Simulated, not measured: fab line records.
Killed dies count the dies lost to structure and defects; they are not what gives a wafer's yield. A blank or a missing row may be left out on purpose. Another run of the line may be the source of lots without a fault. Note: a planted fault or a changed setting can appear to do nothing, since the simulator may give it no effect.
Chamber matching -- flow sky130 -- 4 sister chambers for SKY_VIA4_CMP_02 on cmp-02
The step polishes SiO2. 27 wafers are shown with their chamber, then 12 later ones without.

== WAFERS, EACH WITH ITS CHAMBER ==
wafer,chamber,motor-current-A (A)
L075.1,1,11.7
L075.4,2,11.9
L075.6,3,13.2
L078.1,0,13.3
L078.2,3,13.0
L078.6,0,13.6
L078.3,1,12.3
L078.4,2,12.0
L078.5,1,12.2
L081.1,1,11.5
L081.3,0,13.4
L081.5,1,12.3
L083.2,0,13.5
L083.4,3,13.7
L083.6,0,13.5
L086.2,0,13.2
L086.4,2,11.9
L086.5,1,11.8
L089.3,3,12.7
L089.4,0,13.8
L089.5,3,12.7
L090.3,1,11.2
L090.4,2,11.7
L090.6,2,11.6
L091.1,0,13.5
L091.4,3,12.8
L091.5,0,13.1

SIGNATURES, as means of the wafers listed above
reading,chamber 0,chamber 1,chamber 2,chamber 3,scatter within a chamber
motor-current-A,13.433,11.857,11.820,13.017,0.317
Rule: for a wafer and a chamber, the distance is found by dividing, reading by reading, the gap between the wafer's reading and the chamber's mean by the reading's scatter, squaring, summing and taking the root. The wafer belongs to the nearest chamber; if the next one is less than 2 further off, it can't be placed. The scatter: take each reading less its chamber's mean, square it, sum over the shown wafers, divide by the number of wafers less the number of chambers, and take the root.

== WAFERS MISSING THEIR CHAMBER ==
wafer,motor-current-A (A)
L094.1,12.3
L094.3,13.9
L094.5,13.1
L094.2,11.7
L094.4,12.7
L094.6,11.4
L096.1,13.5
L096.5,12.0
L096.6,11.6
L097.3,12.9
L097.4,11.2
L097.5,11.4

== THE CHAMBER EACH PASSED THROUGH ==
wafer,from the rows above,in truth
L094.1,can't be placed: 1 or 2 or 3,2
L094.3,can't be placed: 0 or 3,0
L094.5,can't be placed: 3 or 0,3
L094.2,can't be placed: 2 or 1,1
L094.4,can't be placed: 3 or 0 or 1 or 2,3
L094.6,can't be placed: 2 or 1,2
L096.1,can't be placed: 0 or 3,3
L096.5,can't be placed: 1 or 2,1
L096.6,can't be placed: 2 or 1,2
L097.3,can't be placed: 3 or 0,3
L097.4,can't be placed: 2 or 1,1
L097.5,can't be placed: 2 or 1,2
Correct placement for 0 of the 12. Not placeable from these rows: 12 (in 12, the candidates include the true chamber). Number placed wrongly: 0.
